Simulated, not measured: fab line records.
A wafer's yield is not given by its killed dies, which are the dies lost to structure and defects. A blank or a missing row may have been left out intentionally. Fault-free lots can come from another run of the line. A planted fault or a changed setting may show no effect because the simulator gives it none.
Chamber matching || flow gf180mcu || GF_STI_ETCH_14 on rie-si-01: 4 sister chambers
The step etches Si in HBr/Cl2/O2, target depth 360 nm, time 102.9 s. 8 wafers are shown with their chamber, then 8 later ones without.

== WAFERS, EACH WITH ITS CHAMBER ==
{"wafer": "L742.4", "chamber": 1, "drypump-motor-current-A (A)": 5.5, "run-length-s (s)": 131.3}
{"wafer": "L742.6", "chamber": 2, "drypump-motor-current-A (A)": 5.5, "run-length-s (s)": 131.3}
{"wafer": "L743.4", "chamber": 1, "drypump-motor-current-A (A)": 5.4, "run-length-s (s)": 131.6}
{"wafer": "L743.5", "chamber": 3, "drypump-motor-current-A (A)": 5.6, "run-length-s (s)": 131.0}
{"wafer": "L744.2", "chamber": 3, "drypump-motor-current-A (A)": 5.6, "run-length-s (s)": 131.1}
{"wafer": "L744.4", "chamber": 0, "drypump-motor-current-A (A)": 6.5, "run-length-s (s)": 131.0}
{"wafer": "L744.6", "chamber": 2, "drypump-motor-current-A (A)": 5.5, "run-length-s (s)": 131.5}
{"wafer": "L745.3", "chamber": 0, "drypump-motor-current-A (A)": 6.5, "run-length-s (s)": 131.0}

== WAFERS WITH NO CHAMBER GIVEN ==
{"wafer": "L745.4", "drypump-motor-current-A (A)": 5.6, "run-length-s (s)": 130.9}
{"wafer": "L745.5", "drypump-motor-current-A (A)": 5.4, "run-length-s (s)": 131.4}
{"wafer": "L749.1", "drypump-motor-current-A (A)": 6.5, "run-length-s (s)": 130.7}
{"wafer": "L749.4", "drypump-motor-current-A (A)": 5.4, "run-length-s (s)": 131.1}
{"wafer": "L749.5", "drypump-motor-current-A (A)": 5.6, "run-length-s (s)": 130.8}
{"wafer": "L750.2", "drypump-motor-current-A (A)": 5.6, "run-length-s (s)": 130.9}
{"wafer": "L750.5", "drypump-motor-current-A (A)": 5.6, "run-length-s (s)": 131.5}
{"wafer": "L750.6", "drypump-motor-current-A (A)": 6.5, "run-length-s (s)": 130.6}

== CHAMBER TAKEN BY EACH ==
{"wafer": "L745.4", "from the rows above": 3, "in truth": 3}
{"wafer": "L745.5", "from the rows above": "can't be placed: 1 or 2", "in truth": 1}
{"wafer": "L749.1", "from the rows above": 0, "in truth": 0}
{"wafer": "L749.4", "from the rows above": "can't be placed: 1 or 2", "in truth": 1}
{"wafer": "L749.5", "from the rows above": 3, "in truth": 3}
{"wafer": "L750.2", "from the rows above": 3, "in truth": 3}
{"wafer": "L750.5", "from the rows above": "can't be placed: 2 or 3 or 1", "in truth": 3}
{"wafer": "L750.6", "from the rows above": 0, "in truth": 0}
Correct placement for 5 of the 8. These rows do not allow placing 3 (true chamber among the candidates in 3). 0 placed wrongly.
How it was worked out, from the rows above alone: a wafer's distance from a chamber is the root of the sum, over the readings, of the square of ((its reading less the chamber's mean) divided by the reading's scatter). The wafer belongs to the nearest chamber; if the next one is less than 2 further off, it can't be placed. A chamber's mean is the mean of its shown wafers. The scatter is the square root of a quotient: the sum, over the shown wafers, of each reading's squared deviation from its chamber's mean, divided by wafers minus chambers.
